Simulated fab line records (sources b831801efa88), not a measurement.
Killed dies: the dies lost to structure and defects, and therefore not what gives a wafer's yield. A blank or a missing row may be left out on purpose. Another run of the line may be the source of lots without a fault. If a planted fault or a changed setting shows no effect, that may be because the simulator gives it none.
fab line records ; flow sky130
[record] lots = 11; wafers = 33; lastDay = 50
route steps=708 shown LOCAL_INTERCONNECT@401 CONTACT@420 PAD_OPEN@708
lots that met no fault: from a run of the same line without faults
startH: start of the lot's first displayed wafer, in hours after the record's first day ; waitH: hours elapsed since this lot's preceding step ; " same as the row above ; L1.1+2: one row covering several wafers at once ; - no value, or no start given ; * or withheld: withheld ; < > ~ a bound
route shown NAME@n: names a module that has steps shown in the file, with the first one's number in the route ; usual: mean and standard deviation over wafers with no fault ; same: alike in all rows ; chamber/n: place in a boat ; sites: readings site by site ; _std_site: how widely they spread, as a standard deviation ; _edge_site: mean of outer sites minus mean of inner sites ; radiusMm: how far each site lies from the wafer's centre ; mask NAME#n: copy n ; behind: the last tool/chamber to shape the wafer ; hold: why the lot went on hold/how many hours it stayed there/how the hold came to an end ; device: which transistor (n, p or np) failed to switch ; end of line: tests run on the same wafers once the route is complete ; a step without rows: its recipe alone ; killed: dies lost to structure and defects at the first sort, not the wafer's yield ; map: shows each die of a wafer: x if killed, . if not, _ if none is there
set.NAME: the setting the step ran with; set.NAME@STEP: the setting that earlier step ran with ; model.NAME: the simulator's own value behind a step, which no gauge read
the route's steps for a sample of lots (tables are steps, rows are wafers)
services: the hour from which a tool's chamber was out of use, counted from the record's first day as startH (under 0 if before that day), plus the number of hours and why
[[steps]]
[step SKY_LOCAL_INTERCONNECT_METAL_ETCH_14]
[recipe] targetDepthNm = 110; stopOn = PSG; chemistry = Cl2/BCl3; target = TiN; resistSidewallDeg = 88; pressureMtorr = 10; icpW = 900; biasW = 48.5; Cl2_flow_sccm = 60; bcl3FlowSccm = 30; timeS = 31.4
[usual] bcl3FlowSccm = 30.01/0.085; biasW = 48.46/0.14; drypumpMotorCurrentA = 5.7/0.46; oesProductAu = 0.943/0.0084; throttleValvePct = 21.900/0.0097
lot.wafer;tool;chamber;startH;waitH;bcl3FlowSccm;biasW;drypumpMotorCurrentA;oesProductAu;rfHoursCounterH;throttleValvePct
L707.1;rieMetal-03;1;684.74;0.1;30.03;48.07;5.7;0.945;7;21.910
L707.3;rieMetal-03;1;684.74;0.1;29.94;48.39;5.7;0.943;-;21.884
L707.5;rieMetal-03;1;684.74;0.1;30.03;48.44;5.7;0.953;-;21.892
L709.2;rieMetal-04;1;708.36;0.0;30.06;48.10;6.2;0.953;0;21.889
L709.4;rieMetal-04;0;708.36;0.0;30.04;48.40;5.5;0.945;-;21.909
L709.5;rieMetal-04;1;708.36;0.0;30.15;48.50;6.2;0.950;-;21.889
L713.2;rieMetal-03;1;755.21;0.1;30.15;48.45;5.7;0.940;-;21.899
L713.3;rieMetal-03;1;755.21;0.1;30.24;48.53;5.7;0.936;-;21.900
L713.4;rieMetal-03;1;755.21;0.1;30.09;48.50;5.7;0.927;-;21.894
L714.1;rieMetal-02;0;759.28;0.0;30.11;48.31;4.9;0.943;9;21.898
L714.5;rieMetal-02;1;759.28;0.0;29.95;48.61;5.8;0.932;-;21.886
L714.6;rieMetal-02;0;759.28;0.0;30.07;48.36;4.9;0.940;-;21.897
L715.1;rieMetal-04;1;774.86;0.0;29.95;48.47;6.3;0.933;2;21.897
L715.2;rieMetal-04;0;774.86;0.0;30.11;48.26;5.5;0.950;16;21.909
L715.5;rieMetal-04;1;774.86;0.0;29.94;48.61;6.2;0.947;-;21.900
L723.3;rieMetal-04;1;840.70;0.0;29.92;48.55;6.2;0.938;-;21.919
L723.5;rieMetal-04;1;840.70;0.0;30.07;48.47;6.2;0.952;-;21.910
L723.6;rieMetal-04;0;840.70;0.0;29.91;48.48;5.5;0.929;-;21.903
L722.2;rieMetal-03;1;841.38;0.0;29.84;48.59;5.7;0.931;14;21.895
L722.4;rieMetal-03;0;841.38;0.0;30.04;48.50;6.3;0.930;-;21.900
L722.5;rieMetal-03;1;841.38;0.0;29.97;48.46;5.7;0.950;-;21.877
L725.4;rieMetal-02;1;842.80;0.0;29.90;48.29;5.8;0.936;-;21.906
L725.5;rieMetal-02;1;842.80;0.0;29.85;48.44;5.8;0.956;-;21.903
L725.6;rieMetal-02;0;842.80;0.0;30.03;48.42;4.9;0.944;-;21.897
L726.1;rieMetal-02;0;852.73;0.0;30.12;48.35;4.9;0.939;13;21.910
L726.5;rieMetal-02;1;852.73;0.0;29.99;48.47;5.8;0.950;-;21.881
L726.6;rieMetal-02;0;852.73;0.0;30.12;48.52;5.0;0.930;-;21.898
L728.1;rieMetal-04;0;888.53;0.0;29.96;48.58;5.5;0.943;3;21.891
L728.3;rieMetal-04;1;888.53;0.0;30.03;48.68;6.3;0.936;-;21.897
L728.6;rieMetal-04;1;888.53;0.0;30.11;48.40;6.2;0.934;-;21.905
L730.1;rieMetal-02;0;892.76;0.0;29.96;48.58;5.0;0.942;15;21.908
L730.2;rieMetal-02;1;892.76;0.0;29.96;48.69;5.8;0.947;2;21.903
L730.3;rieMetal-02;0;892.76;0.0;29.92;48.43;4.9;0.942;-;21.904
[step SKY_CONTACT_CD_MEAS_14]
[recipe] targetCdNm = 170
[usual] cdNm = 170.2/1.9
lot.wafer;tool;chamber;startH;waitH;cdNm
L707.1;cdSem-01;-;713.56;-;170.3
L707.3;cdSem-01;-;713.56;-;171.0
L707.5;cdSem-01;-;713.56;-;170.0
L709.2;cdSem-02;-;736.58;-;167.8
L709.4;cdSem-02;-;736.58;-;169.6
L709.5;cdSem-02;-;736.58;-;168.1
L713.2;cdSem-01;-;782.94;-;172.4
L713.3;cdSem-01;-;782.94;-;172.6
L713.4;cdSem-01;-;782.94;-;173.9
L714.1;cdSem-02;-;787.01;-;171.7
L714.5;cdSem-02;-;787.01;-;169.7
L714.6;cdSem-02;-;787.01;-;170.9
L715.1;cdSem-01;-;802.04;-;170.1
L715.2;cdSem-01;-;802.04;-;170.4
L715.5;cdSem-01;-;802.04;-;172.1
L723.3;cdSem-01;-;868.96;-;169.8
L723.5;cdSem-01;-;868.96;-;170.3
L723.6;cdSem-01;-;868.96;-;169.9
L722.2;cdSem-01;-;869.06;-;171.1
L722.4;cdSem-01;-;869.06;-;171.4
L722.5;cdSem-01;-;869.06;-;172.2
L725.4;cdSem-01;-;870.90;-;170.8
L725.5;cdSem-01;-;870.90;-;171.4
L725.6;cdSem-01;-;870.90;-;170.9
L726.1;cdSem-02;-;880.07;-;169.8
L726.5;cdSem-02;-;880.07;-;169.6
L726.6;cdSem-02;-;880.07;-;171.1
L728.1;cdSem-01;-;914.24;-;167.8
L728.3;cdSem-01;-;914.24;-;168.9
L728.6;cdSem-01;-;914.24;-;169.0
L730.1;cdSem-02;-;918.71;-;166.6
L730.2;cdSem-02;-;918.71;-;168.5
L730.3;cdSem-02;-;918.71;-;166.6
[step SKY_CONTACT_ETCH_18]
[recipe] target = Si3N4; chemistry = CHF3/O2; stopOn = TiN; sourceW = 600; biasW = 200; pressureMtorr = 40; chf3FlowSccm = 50; O2_flow_sccm = 5; timeS = 39; targetDepthA = 750
[usual] O2_flow_sccm = 4.999/0.014; biasW = 200.0/0.61; drypumpMotorCurrentA = 5.6/0.46; oesProductAu = 0.854/0.007; throttleValvePct = 8.793/0.0087
lot.wafer;tool;chamber;startH;waitH;O2_flow_sccm;biasW;drypumpMotorCurrentA;oesProductAu;rfHoursCounterH;throttleValvePct
L707.1;rieDiel-01;1;713;-;4.998;200.9;5.4;0.861;2;8.794
L707.3;rieDiel-01;0;713;-;5.006;199.7;5.1;0.854;4;8.802
L707.5;rieDiel-01;2;713;-;4.961;199.6;5.9;0.857;-;8.802
L709.2;rieDiel-04;1;736;-;4.987;200.0;4.8;0.836;2;8.788
L709.4;rieDiel-04;3;736;-;4.997;199.8;5.9;0.851;40;8.782
L709.5;rieDiel-04;3;736;-;5.014;200.2;5.8;0.858;-;8.796
L713.2;rieDiel-01;0;783;-;4.962;199.8;5.0;0.843;5;8.800
L713.3;rieDiel-01;1;783;-;4.999;200.6;5.4;0.844;4;8.781
L713.4;rieDiel-01;3;783;-;5.009;200.3;6.0;0.848;7;8.785
L714.1;rieDiel-01;0;787;-;4.996;200.7;5.0;0.851;5;8.800
L714.5;rieDiel-01;3;787;-;5.004;201.4;6.1;0.859;-;8.808
L714.6;rieDiel-01;2;787;-;4.987;200.0;5.9;0.859;-;8.797
L715.1;rieDiel-02;3;802;-;5.011;199.0;5.2;0.856;8;8.803
L715.2;rieDiel-02;1;802;-;4.992;199.7;5.8;0.850;22;8.782
L715.5;rieDiel-02;2;802;-;4.993;200.7;6.2;0.855;-;8.798
L723.3;rieDiel-02;3;869;-;4.997;199.2;5.2;0.850;10;8.795
L723.5;rieDiel-02;1;869;-;5.009;200.1;5.8;0.853;-;8.786
L723.6;rieDiel-02;2;869;-;5.008;199.6;6.2;0.867;-;8.803
L722.2;rieDiel-01;3;869;-;-;-;-;-;-;-
L722.4;rieDiel-01;0;869;-;-;-;-;-;-;-
L722.5;rieDiel-01;3;869;-;-;-;-;-;-;-
L725.4;rieDiel-01;3;871;-;-;-;-;-;-;-
L725.5;rieDiel-01;0;871;-;-;-;-;-;-;-
L725.6;rieDiel-01;2;871;-;-;-;-;-;-;-
L726.1;rieDiel-01;2;880;-;5.002;199.5;5.9;0.848;19;8.781
L726.5;rieDiel-01;1;880;-;4.990;200.4;5.4;0.850;-;8.800
L726.6;rieDiel-01;2;880;-;5.000;200.5;5.9;0.859;-;8.801
L728.1;rieDiel-02;2;914;-;4.992;200.2;6.2;0.854;16;8.779
L728.3;rieDiel-02;0;914;-;4.999;200.9;5.8;0.851;14;8.784
L728.6;rieDiel-02;1;914;-;4.977;200.1;5.8;0.851;-;8.794
L730.1;rieDiel-01;2;918;-;5.011;199.3;5.9;0.854;20;8.799
L730.2;rieDiel-01;3;918;-;4.987;200.3;6.0;0.851;12;8.802
L730.3;rieDiel-01;0;918;-;5.005;199.8;5.0;0.856;10;8.786
[step SKY_CONTACT_STRIP_19]
[recipe] chemistry = O2/N2; powerW = 1400; pressureMtorr = 1500; platenTempC = withheld; o2FlowSccm = 3000; n2FlowSccm = 300; overashFraction = 0.5
[usual] drypumpMotorCurrentA = 5.7/0.51; oesProductAu = 0.381/0.0053; stripTimeToEndpointS = 3.62/0.036
lot.wafer;tool;chamber;startH;waitH;drypumpMotorCurrentA;oesProductAu;rfHoursCounterH;stripTimeToEndpointS
L707.1;plasmaAsher-03;0;713.85;-;5.4;0.377;56;3.59
L707.3;plasmaAsher-03;1;713.85;-;6.5;0.385;-;3.65
L707.5;plasmaAsher-03;1;713.85;-;6.4;0.374;-;3.61
L709.2;plasmaAsher-03;0;736.85;-;5.4;0.387;58;3.64
L709.4;plasmaAsher-03;1;736.85;-;6.4;0.374;-;3.56
L709.5;plasmaAsher-03;0;736.85;-;5.4;0.383;-;3.61
L713.2;plasmaAsher-04;1;783.21;-;5.9;0.375;3;3.59
L713.3;plasmaAsher-04;1;783.21;-;5.9;0.373;-;3.55
L713.4;plasmaAsher-04;0;783.21;-;5.6;0.376;-;3.62
L714.1;plasmaAsher-03;1;787.30;-;6.4;0.380;63;3.65
L714.5;plasmaAsher-03;0;787.30;-;5.4;0.384;-;3.67
L714.6;plasmaAsher-03;1;787.30;-;6.4;0.375;-;3.62
L715.1;plasmaAsher-01;1;802.32;-;5.2;0.383;87;3.65
L715.2;plasmaAsher-01;0;802.32;-;5.1;0.372;87;3.63
L715.5;plasmaAsher-01;1;802.32;-;5.2;0.389;-;3.64
L723.3;plasmaAsher-03;0;869.24;-;5.4;0.381;-;3.66
L723.5;plasmaAsher-03;1;869.24;-;6.4;0.383;-;3.68
L723.6;plasmaAsher-03;0;869.24;-;5.4;0.377;-;3.67
L722.2;plasmaAsher-03;1;869.33;-;6.5;0.408;72;4.52
L722.4;plasmaAsher-03;1;869.33;-;6.5;0.416;-;4.54
L722.5;plasmaAsher-03;1;869.33;-;6.4;0.419;-;4.52
L725.4;plasmaAsher-04;1;871.16;-;5.9;0.424;-;4.52
L725.5;plasmaAsher-04;1;871.16;-;6.0;0.409;-;4.54
L725.6;plasmaAsher-04;0;871.16;-;5.6;0.413;-;4.49
L726.1;plasmaAsher-03;1;880.36;-;6.4;0.387;74;3.58
L726.5;plasmaAsher-03;0;880.36;-;5.4;0.379;-;3.58
L726.6;plasmaAsher-03;1;880.36;-;6.4;0.388;-;3.58
L728.1;plasmaAsher-03;0;914.53;-;5.4;0.374;77;3.66
L728.3;plasmaAsher-03;0;914.53;-;5.4;0.378;-;3.58
L728.6;plasmaAsher-03;1;914.53;-;6.5;0.380;-;3.69
L730.1;plasmaAsher-01;1;919.00;-;5.2;0.373;95;3.59
L730.2;plasmaAsher-01;0;919.00;-;5.1;0.389;95;3.63
L730.3;plasmaAsher-01;1;919.00;-;5.2;0.379;-;3.66
[step SKY_CONTACT_CMP_27]
[recipe] stopOn = SiO2; tOverpolishS = 15; downForcePsi = 3.5; platenRpm = 60; targetThkNm = 0; padVelocityMS = 0.94248
[usual] edgeZonePressureFrac = 1.000/0.0052; motorCurrentA = 10.4/1.1
lot.wafer;tool;chamber;startH;waitH;edgeZonePressureFrac;motorCurrentA
L707.3;cmp-01;3;714.89;0.1;0.996;10.1
L707.1;cmp-01;0;714.89;0.1;1.002;10.2
L707.5;cmp-01;2;714.89;0.1;0.999;11.4
L709.4;cmp-02;2;737.95;0.1;1.003;8.8
L709.2;cmp-02;3;737.95;0.1;0.996;10.2
L709.5;cmp-02;2;737.95;0.1;1.003;9.0
L713.3;cmp-01;2;784.23;0.1;0.993;10.9
L713.4;cmp-01;3;784.23;0.1;0.997;10.4
L713.2;cmp-01;0;784.23;0.1;0.993;10.7
L714.1;cmp-01;1;788.43;0.2;1.009;8.4
L714.6;cmp-01;2;788.43;0.2;1.003;11.5
L714.5;cmp-01;3;788.43;0.2;0.997;9.7
L715.1;cmp-01;2;803.27;0.1;1.005;11.1
L715.2;cmp-01;3;803.27;0.1;0.999;10.4
L715.5;cmp-01;3;803.27;0.1;0.997;10.0
L723.3;cmp-02;0;870.20;0.1;1.008;11.7
L723.6;cmp-02;3;870.20;0.1;1.004;10.9
L723.5;cmp-02;0;870.20;0.1;1.003;12.4
L722.4;cmp-02;0;870.45;0.2;1.003;12.4
L722.2;cmp-02;3;870.45;0.2;0.993;10.3
L722.5;cmp-02;0;870.45;0.2;0.992;12.1
L725.4;cmp-01;1;872.17;0.1;1.007;8.9
L725.6;cmp-01;3;872.17;0.1;0.998;10.2
L725.5;cmp-01;0;872.17;0.1;1.009;10.1
L726.1;cmp-02;3;881.35;0.1;1.000;10.3
L726.5;cmp-02;2;881.35;0.1;0.996;9.2
L726.6;cmp-02;3;881.35;0.1;0.999;11.0
L728.3;cmp-01;2;915.75;0.3;1.003;10.7
L728.1;cmp-01;1;915.75;0.3;0.998;8.7
L728.6;cmp-01;3;915.75;0.3;0.997;10.1
L730.2;cmp-02;0;920.05;0.0;0.994;12.4
L730.1;cmp-02;1;920.05;0.0;0.999;10.5
L730.3;cmp-02;2;920.05;0.0;1.003;9.6
[step SKY_PAD_OPEN_PROBE_99]
[usual] killed_at_M0_to_M3 = 43/6.6; killed_at_M4_up = 3.1/1.6; killedAtContacts = 23/5.6; killedAtFrontEnd = 15/4.2; killedAtOther = 0.2/0.43; killedDies = 85/9.3; killedOnRim = 17/3.6; killedOpen = 46/6.6; killedShort = 39/6.2
[same] grossDies = 492; killedAtBackSide = 0
lot.wafer;tool;chamber;startH;waitH;killed_at_M0_to_M3;killed_at_M4_up;killedAtContacts;killedAtFrontEnd;killedAtOther;killedDies;killedOnRim;killedOpen;killedShort
L707.1;prober-01;-;1056.66;0.1;44;1;32;13;1;91;20;50;41
L707.3;prober-01;-;1056.76;0.2;45;2;28;20;0;95;18;54;41
L707.5;prober-01;-;1056.86;0.2;43;5;26;19;0;93;21;46;47
L709.2;prober-01;-;1073.31;0.1;49;5;24;15;0;93;17;47;46
L709.4;prober-01;-;1073.41;0.2;53;2;10;11;1;77;17;51;26
L709.5;prober-01;-;1073.46;0.2;51;3;23;17;0;94;20;52;42
L713.2;prober-01;-;1110.48;0.1;46;4;28;22;0;100;19;57;43
L713.3;prober-01;-;1110.53;0.2;46;3;22;13;0;84;15;50;34
L713.4;prober-01;-;1110.58;0.2;57;1;22;16;0;96;24;53;43
L714.1;prober-02;-;1117.39;0.1;30;5;29;7;0;71;10;43;28
L714.5;prober-02;-;1117.59;0.2;59;2;17;19;0;97;22;54;43
L714.6;prober-02;-;1117.64;0.2;42;2;26;26;0;96;21;53;43
L715.1;prober-01;-;1121.18;0.1;47;3;21;9;0;80;16;38;42
L715.2;prober-01;-;1121.23;0.1;36;2;30;9;0;77;14;42;35
L715.5;prober-01;-;1121.38;0.2;38;4;24;11;0;77;17;42;35
L723.3;prober-02;-;1170.93;0.2;48;2;21;15;0;86;13;45;41
L723.5;prober-02;-;1171.03;0.2;28;2;27;18;0;75;16;42;33
L723.6;prober-02;-;1171.08;0.2;41;5;21;14;0;81;13;40;41
L722.2;prober-01;-;1172.98;0.1;37;3;439;13;0;492;96;45;27
L722.4;prober-01;-;1173.08;0.2;45;3;429;15;0;492;96;43;38
L722.5;prober-01;-;1173.13;0.2;30;4;440;18;0;492;96;40;43
L725.4;prober-01;-;1174.58;0.2;41;8;428;14;1;492;96;37;51
L725.5;prober-01;-;1174.63;0.2;57;5;414;16;0;492;96;51;40
L725.6;prober-01;-;1174.68;0.2;46;2;428;16;0;492;96;46;34
L726.1;prober-02;-;1179.56;0.1;46;3;29;12;0;90;19;50;40
L726.5;prober-02;-;1179.76;0.2;44;4;22;19;0;89;18;46;43
L726.6;prober-02;-;1179.81;0.2;45;0;16;15;0;76;12;38;38
L728.1;prober-01;-;1201.35;0.1;45;2;20;18;0;85;12;41;41
L728.3;prober-01;-;1201.45;0.2;47;2;22;10;0;81;12;46;35
L728.6;prober-01;-;1201.60;0.2;40;3;32;9;1;85;16;50;35
L730.1;prober-02;-;1204.39;0.1;52;3;22;17;0;94;17;50;44
L730.2;prober-02;-;1204.44;0.1;39;6;15;7;0;67;14;41;26
L730.3;prober-02;-;1204.49;0.2;40;3;21;13;0;77;16;42;35
// killed by level:class
L707.1 CONTACT:geometricParticle:open=14 VIA1:geometricParticle:open=9 LI_CONTACT:geometricParticle:open=8 METAL1:geometricParticle:short=6 VIA2:geometricParticle:open=6 CONTACT:geometricParticle:short=5 METAL2:geometricParticle:short=5 POLY_GATE:geometricParticle:short=4
L707.3 VIA3:geometricParticle:open=16 LI_CONTACT:geometricParticle:open=8 CONTACT:geometricParticle:short=8 CONTACT:geometricParticle:open=8 METAL1:geometricParticle:short=8 FIELD_ISO:geometricParticle:short=6 VIA1:geometricParticle:open=6 FIELD_ISO:geometricParticle:open=5
L707.5 VIA1:geometricParticle:open=9 LI_CONTACT:geometricParticle:open=8 CONTACT:geometricParticle:short=8 VIA2:geometricParticle:open=7 LI_CONTACT:geometricParticle:short=6 METAL2:geometricParticle:short=6 FIELD_ISO:geometricParticle:open=5 FIELD_ISO:geometricParticle:short=4
L709.2 VIA1:geometricParticle:open=12 VIA1:geometricParticle:short=9 CONTACT:geometricParticle:open=8 METAL1:geometricParticle:short=8 VIA3:geometricParticle:open=7 LI_CONTACT:geometricParticle:short=6 POLY_GATE:geometricParticle:short=5 CONTACT:geometricParticle:short=4
L709.4 VIA1:geometricParticle:open=18 VIA2:geometricParticle:open=9 VIA3:geometricParticle:open=8 POLY_GATE:geometricParticle:open=5 CONTACT:geometricParticle:open=5 VIA1:geometricParticle:short=5 METAL2:geometricParticle:short=4 METAL1:geometricParticle:short=3
L709.5 VIA2:geometricParticle:open=11 VIA1:geometricParticle:open=9 LI_CONTACT:geometricParticle:open=8 CONTACT:geometricParticle:open=6 FIELD_ISO:geometricParticle:short=5 POLY_GATE:geometricParticle:open=5 METAL2:geometricParticle:short=5 VIA1:geometricParticle:short=5
L713.2 CONTACT:geometricParticle:open=9 VIA2:geometricParticle:open=9 LI_CONTACT:geometricParticle:open=8 VIA1:geometricParticle:open=8 CONTACT:geometricParticle:short=6 METAL1:geometricParticle:short=6 FIELD_ISO:geometricParticle:open=5 FIELD_ISO:geometricParticle:short=5
L713.3 METAL1:geometricParticle:short=9 VIA2:geometricParticle:open=9 CONTACT:geometricParticle:open=7 VIA1:geometricParticle:open=7 VIA3:geometricParticle:open=6 LI_CONTACT:geometricParticle:open=6 CONTACT:geometricParticle:short=5 POLY_GATE:geometricParticle:open=4
L713.4 VIA1:geometricParticle:open=12 METAL2:geometricParticle:short=11 LI_CONTACT:geometricParticle:open=10 VIA2:geometricParticle:open=8 VIA1:geometricParticle:short=7 VIA3:geometricParticle:open=6 CONTACT:geometricParticle:open=5 CONTACT:geometricParticle:short=5
L714.1 CONTACT:geometricParticle:open=12 LI_CONTACT:geometricParticle:open=9 VIA3:geometricParticle:open=7 VIA1:geometricParticle:open=5 METAL4:geometricParticle:short=4 FIELD_ISO:geometricParticle:short=3 CONTACT:geometricParticle:short=3 METAL1:geometricParticle:short=3
L714.5 VIA1:geometricParticle:open=14 VIA2:geometricParticle:open=14 FIELD_ISO:geometricParticle:short=8 METAL1:geometricParticle:short=8 CONTACT:geometricParticle:open=7 VIA1:geometricParticle:short=6 LI_CONTACT:geometricParticle:open=5 VIA2:geometricParticle:short=4
L714.6 LI_CONTACT:geometricParticle:open=10 VIA2:geometricParticle:open=8 VIA3:geometricParticle:open=8 CONTACT:geometricParticle:open=7 FIELD_ISO:geometricParticle:short=6 POLY_GATE:geometricParticle:open=5 VIA1:geometricParticle:short=5 FIELD_ISO:geometricParticle:open=4
L715.1 VIA3:geometricParticle:open=10 VIA1:geometricParticle:open=7 VIA2:geometricParticle:open=6 VIA1:geometricParticle:short=6 METAL2:geometricParticle:short=6 LI_CONTACT:geometricParticle:open=5 LOCAL_INTERCONNECT:geometricParticle:short=5 CONTACT:geometricParticle:short=5
L715.2 LI_CONTACT:geometricParticle:open=14 CONTACT:geometricParticle:open=7 VIA1:geometricParticle:open=7 METAL2:geometricParticle:short=6 VIA3:geometricParticle:open=5 LOCAL_INTERCONNECT:geometricParticle:short=4 METAL1:geometricParticle:short=4 VIA1:geometricParticle:short=4
L715.5 VIA1:geometricParticle:open=11 CONTACT:geometricParticle:open=9 VIA2:geometricParticle:open=8 LOCAL_INTERCONNECT:geometricParticle:short=5 CONTACT:geometricParticle:short=5 FIELD_ISO:geometricParticle:short=4 LI_CONTACT:geometricParticle:open=4 METAL1:geometricParticle:short=4
L723.3 VIA1:geometricParticle:open=13 CONTACT:geometricParticle:open=6 VIA2:geometricParticle:open=6 FIELD_ISO:geometricParticle:open=5 LI_CONTACT:geometricParticle:open=5 CONTACT:geometricParticle:short=5 VIA1:geometricParticle:short=5 VIA3:geometricParticle:open=5
L723.5 VIA1:geometricParticle:open=9 LI_CONTACT:geometricParticle:open=7 CONTACT:geometricParticle:open=7 CONTACT:geometricParticle:short=7 FIELD_ISO:geometricParticle:open=5 POLY_GATE:geometricParticle:open=4 METAL2:geometricParticle:short=4 VIA3:geometricParticle:open=4
L723.6 VIA1:geometricParticle:short=10 VIA1:geometricParticle:open=9 LI_CONTACT:geometricParticle:open=7 CONTACT:geometricParticle:open=6 METAL2:geometricParticle:short=6 CONTACT:geometricParticle:short=5 METAL1:geometricParticle:short=5 VIA2:geometricParticle:open=5
L722.2 CONTACT:areaEtch=420 LI_CONTACT:geometricParticle:open=9 FIELD_ISO:geometricParticle:open=8 VIA1:geometricParticle:open=8 VIA2:geometricParticle:open=8 METAL2:geometricParticle:short=5 VIA3:geometricParticle:short=5 CONTACT:geometricParticle:open=4
L722.4 CONTACT:areaEtch=411 VIA1:geometricParticle:open=12 VIA3:geometricParticle:open=9 CONTACT:geometricParticle:open=6 CONTACT:geometricParticle:short=6 VIA1:geometricParticle:short=6 FIELD_ISO:geometricParticle:short=4 METAL2:geometricParticle:short=4
L722.5 CONTACT:areaEtch=409 CONTACT:geometricParticle:open=9 VIA1:geometricParticle:open=9 POLY_GATE:geometricParticle:short=7 LI_CONTACT:geometricParticle:open=6 LOCAL_INTERCONNECT:geometricParticle:short=6 CONTACT:geometricParticle:short=5 SPACER:geometricParticle:short=4
L725.4 CONTACT:areaEtch=404 VIA1:geometricParticle:open=10 METAL2:geometricParticle:short=8 LI_CONTACT:geometricParticle:open=7 METAL1:geometricParticle:short=6 CONTACT:geometricParticle:open=6 FIELD_ISO:geometricParticle:short=5 POLY_GATE:geometricParticle:short=5
L725.5 CONTACT:areaEtch=401 VIA3:geometricParticle:open=13 VIA1:geometricParticle:open=9 METAL1:geometricParticle:short=8 FIELD_ISO:geometricParticle:short=7 VIA2:geometricParticle:open=7 METAL2:geometricParticle:short=6 CONTACT:geometricParticle:open=5
L725.6 CONTACT:areaEtch=412 VIA1:geometricParticle:open=15 VIA3:geometricParticle:open=7 FIELD_ISO:geometricParticle:short=6 LI_CONTACT:geometricParticle:open=5 VIA2:geometricParticle:open=5 CONTACT:geometricParticle:short=4 METAL2:geometricParticle:short=4
L726.1 VIA1:geometricParticle:open=11 VIA3:geometricParticle:open=9 LI_CONTACT:geometricParticle:open=8 CONTACT:geometricParticle:open=7 VIA1:geometricParticle:short=7 VIA2:geometricParticle:open=7 FIELD_ISO:geometricParticle:short=5 LI_CONTACT:geometricParticle:short=4
L726.5 VIA1:geometricParticle:open=10 CONTACT:geometricParticle:open=9 POLY_GATE:geometricParticle:short=7 VIA2:geometricParticle:open=7 FIELD_ISO:geometricParticle:short=5 VIA2:geometricParticle:short=5 VIA3:geometricParticle:open=5 METAL2:geometricParticle:short=4
L726.6 VIA3:geometricParticle:short=7 METAL1:geometricParticle:short=7 VIA1:geometricParticle:open=7 VIA3:geometricParticle:open=7 POLY_GATE:geometricParticle:open=5 LI_CONTACT:geometricParticle:open=5 FIELD_ISO:geometricParticle:short=4 VIA1:geometricParticle:short=4
L728.1 LI_CONTACT:geometricParticle:open=8 CONTACT:geometricParticle:open=7 METAL1:geometricParticle:short=7 METAL3:geometricParticle:short=6 VIA1:geometricParticle:open=6 VIA2:geometricParticle:open=6 FIELD_ISO:geometricParticle:open=4 FIELD_ISO:geometricParticle:short=4
L728.3 VIA3:geometricParticle:open=11 LI_CONTACT:geometricParticle:open=8 VIA2:geometricParticle:open=8 VIA1:geometricParticle:open=7 CONTACT:geometricParticle:open=5 VIA1:geometricParticle:short=5 FIELD_ISO:geometricParticle:short=4 LI_CONTACT:geometricParticle:short=4
L728.6 CONTACT:geometricParticle:open=12 LI_CONTACT:geometricParticle:open=10 VIA3:geometricParticle:open=8 VIA1:geometricParticle:open=6 VIA1:geometricParticle:short=5 METAL1:geometricParticle:short=4 POLY_GATE:geometricParticle:open=4 VIA2:geometricParticle:short=4
L730.1 CONTACT:geometricParticle:open=11 METAL2:geometricParticle:short=11 VIA1:geometricParticle:open=8 VIA2:geometricParticle:open=8 FIELD_ISO:geometricParticle:short=5 LI_CONTACT:geometricParticle:open=5 METAL1:geometricParticle:short=5 VIA1:geometricParticle:short=5
L730.2 VIA1:geometricParticle:open=10 VIA3:geometricParticle:open=9 CONTACT:geometricParticle:open=6 METAL4:geometricParticle:short=5 LOCAL_INTERCONNECT:geometricParticle:short=4 VIA1:geometricParticle:short=4 FIELD_ISO:geometricParticle:open=3 METAL2:geometricParticle:open=3
L730.3 VIA2:geometricParticle:open=11 CONTACT:geometricParticle:open=8 VIA1:geometricParticle:open=7 POLY_GATE:geometricParticle:short=7 CONTACT:geometricParticle:short=6 METAL2:geometricParticle:short=5 LI_CONTACT:geometricParticle:open=4 VIA3:geometricParticle:open=4
[[services]]
tool;chamber;startH;hours;kind
cmp-02;-;660.97;0.4;repair
plasmaAsher-03;-;662.69;1.1;repair
rieMetal-03;0;665.63;20.2;repair
rieMetal-04;-;714.09;2.4;repair
plasmaAsher-03;-;715.79;4.5;repair
rieDiel-01;2;715.89;23.6;repair
rieMetal-02;-;717.04;1.8;repair
rieDiel-01;1;717.29;4.3;repair
rieDiel-01;0;718.04;10.1;repair
rieDiel-01;3;723.31;11.1;repair
cmp-02;-;739.20;0.3;repair
cmp-01;-;744.00;4.0;pm
rieMetal-04;0;759.16;2.2;repair
cmp-02;-;784.14;1.8;repair
cmp-01;-;803.57;4.6;pm
cmp-01;-;837.78;0.2;repair
cmp-02;-;839.70;5.7;repair
rieMetal-04;1;841.20;4.5;repair
rieDiel-01;1;862.78;9.1;repair
cmp-02;-;886.02;1.9;repair
cmp-02;-;888.00;4.4;pm
cmp-01;-;895.76;5.4;pm
rieMetal-02;0;898.25;75.1;repair
cmp-02;-;912.00;4.0;pm
[[key]]
[firstSign] step = SKY_CONTACT_ETCH_18; reading = toolRecord; direction = missing
[effect] step = SKY_CONTACT_STRIP_19; reading = stripTimeToEndpointS; direction = up; sigmas = 25; usual = *; struck = *
[effect] step = SKY_PAD_OPEN_PROBE_99; reading = killedAtContacts; direction = up; sigmas = 73; usual = 23; struck = 430
[moreKillsBornAt] SKY_CONTACT_ETCH_18@rieDiel-01 = 2457
metAt SKY_CONTACT_ETCH_18
struckLots L722,L725
laterRowsLeftOut L722.2,L722.4,L722.5,L725.4,L725.5,L725.6
testerLeftOut L722,L725
notActingAt SKY_LOCAL_INTERCONNECT_METAL_ETCH_14,SKY_CONTACT_CD_MEAS_14,SKY_CONTACT_CMP_27
[fault] kind = skippedStepWhole; tool = rieDiel-01; chamber = -; onsetH = 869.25; steps = SKY_CONTACT_ETCH_18; scope = struckLotsOnly
// testerLeftOut: of these lots the tester's yield and bins aren't shown, on N5 and GAA mostly nor the transistor test; their killed dies are dies lost to structure and defects alone, not to doping, threshold or leakage, so they don't give the yield
// laterRowsLeftOut: the simulator's readings of these wafers behind a module that went badly wrong aren't trusted and aren't shown, but for the sort
